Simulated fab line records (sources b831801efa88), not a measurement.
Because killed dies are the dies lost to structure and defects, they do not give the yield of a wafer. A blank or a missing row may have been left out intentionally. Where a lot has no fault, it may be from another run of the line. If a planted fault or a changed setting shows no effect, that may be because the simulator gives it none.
Which tool was responsible? -- flow sfq line -- 13 lots, 39 wafers sampled, at 3 steps of a route of 325

== WHAT EACH GAUGE READ, for each wafer ==
No reading from a measuring or inspecting step in the record can be judged against a usual standard deviation.

== EACH LOT AND THE TOOL THAT RAN IT (in order: tool; ch and the chambers of the sampled wafers; start) ==
lot,SFQ_TRILAYER_I1_CMP_CMP_046,SFQ_TRILAYER_I1_METRO_MEASURE_047,SFQ_TRILAYER_I1_VIA_ETCH_VIA_ETCH_052
L152,"cmp-01 ch 0,2,3, day 17 10:12","film metro-01, day 17 12:55","rie diel-01 ch 0,1, day 24 06:21"
L153,"cmp-01 ch 0,2,3, day 18 00:43","film metro-02, day 18 03:50","rie diel-01 ch 0,1,2, day 24 15:07"
L154,"cmp-02 ch 0,1,3, day 26 10:06","film metro-02, day 26 12:13","rie diel-02 ch 0,1,3, day 26 16:16"
L157,"cmp-01 ch 0,2,3, day 26 17:55","film metro-02, day 26 21:26","rie diel-01 ch 0,2,3, day 27 01:55"
L159,"cmp-01 ch 0,1, day 27 05:55","film metro-04, day 27 09:02","rie diel-02 ch 1,3, day 33 05:28"
L167,"cmp-02 ch 0,1,3, day 30 07:05","film metro-01, day 30 10:13","rie diel-04 ch 0,1,2, day 36 05:04"
L168,"cmp-02 ch 2,3, day 30 22:05","film metro-04, day 31 01:25","rie diel-04 ch 0,2, day 36 20:47"
L169,"cmp-02 ch 1,2,3, day 31 06:48","film metro-01, day 31 09:25","rie diel-01 ch 1,2,3, day 37 06:23"
L170,"cmp-02 ch 0,2,3, day 31 14:42","film metro-01, day 31 17:49","rie diel-02 ch 1,3, day 37 13:35"
L171,"cmp-02 ch 0,2,3, day 31 22:56","film metro-02, day 32 01:28","rie diel-04 ch 0,2,3, day 37 20:47"
L172,"cmp-02 ch 1,2,3, day 32 07:30","film metro-01, day 32 10:37","rie diel-02 ch 0,1,2, day 38 05:11"
L173,"cmp-02 ch 0,2,3, day 32 17:40","film metro-04, day 32 19:59","rie diel-04 ch 0,1, day 38 17:11"
L175,"cmp-01 ch 0,1,2, day 33 09:43","film metro-02, day 33 12:20","rie diel-04 ch 0,3, day 39 09:02"
- SFQ_TRILAYER_I1_CMP_CMP_046: polishes SiO2.
- SFQ_TRILAYER_I1_METRO_MEASURE_047
- SFQ_TRILAYER_I1_VIA_ETCH_VIA_ETCH_052: etches SiO2 in CHF3, stops on Nb, target depth 260 nm.

== WHAT THE TOOLS THEMSELVES READ (means of the sampled wafers that have a number; where no wafer has one, the mark that the record gives instead) ==
SFQ_TRILAYER_I1_CMP_CMP_046.
lot,tool,head pressure psi (psi),motor current A (A),time to endpoint s (s)
L152,cmp-01,2.997,9.7,220
L153,cmp-01,2.999,9.3,216
L154,cmp-02,2.995,9.9,207
L157,cmp-01,2.993,9.4,218
L159,cmp-01,3.001,9.5,210
L167,cmp-02,3.006,10.0,209
L168,cmp-02,2.996,10.6,217
L169,cmp-02,3.002,10.8,215
L170,cmp-02,3.002,10.3,208
L171,cmp-02,2.997,10.6,218
L172,cmp-02,3.001,10.9,211
L173,cmp-02,3.001,10.4,217
L175,cmp-01,3.003,9.3,216

SFQ_TRILAYER_I1_METRO_MEASURE_047.
lot,tool,thk nm (nm)
L152,film metro-01,200.0
L153,film metro-02,201.5
L154,film metro-02,199.4
L157,film metro-02,200.8
L159,film metro-04,213.1
L167,film metro-01,199.6
L168,film metro-04,200.9
L169,film metro-01,200.6
L170,film metro-01,200.6
L171,film metro-02,200.4
L172,film metro-01,200.4
L173,film metro-04,199.8
L175,film metro-02,200.2

SFQ_TRILAYER_I1_VIA_ETCH_VIA_ETCH_052.
lot,tool,drypump motor current A (A),oes product au (a.u.)
L152,rie diel-01,5.3,0.851
L153,rie diel-01,5.4,0.861
L154,rie diel-02,5.5,0.852
L157,rie diel-01,5.8,0.861
L159,rie diel-02,5.4,0.887
L167,rie diel-04,5.1,0.854
L168,rie diel-04,5.1,0.853
L169,rie diel-01,5.6,0.860
L170,rie diel-02,5.4,0.854
L171,rie diel-04,5.4,0.857
L172,rie diel-02,5.7,0.856
L173,rie diel-04,5.0,0.856
L175,rie diel-04,5.4,0.855

== THE ANSWER, worked out from the rows above alone ==
Rule: the usual values come from the lots themselves. The widest of any qualifying gaps counts: lots, ordered by their means at a reading, are off when they make up no more than a third of the lots, leave a main group of 4 or more, and stand apart from it by 3 or more times the standard deviation of that group's means. Not used: any main group whose means are identical at the precision the tables above print for the reading. A lot without any number at a reading at which 4 lots or more have one is off too. The other lots that the step has rows for count as sound. Order of review: gauges by route order, followed by the tools' own readings, for which a lot's mean as printed above is used. At the first step where some lot is off, the reading lying furthest off is the one used; lots without a number count as furthest.
Off at SFQ_TRILAYER_I1_METRO_MEASURE_047 (thk nm): L159. Main group: mean 200.3 nm, sd 0.57.
A tool fits if, at that step or a process step before it, it ran every lot that is off, and no sound lot after the first of them. Not one of the candidates tried fits.

== WHAT HAD BEEN PUT IN BY THE SIMULATOR ==
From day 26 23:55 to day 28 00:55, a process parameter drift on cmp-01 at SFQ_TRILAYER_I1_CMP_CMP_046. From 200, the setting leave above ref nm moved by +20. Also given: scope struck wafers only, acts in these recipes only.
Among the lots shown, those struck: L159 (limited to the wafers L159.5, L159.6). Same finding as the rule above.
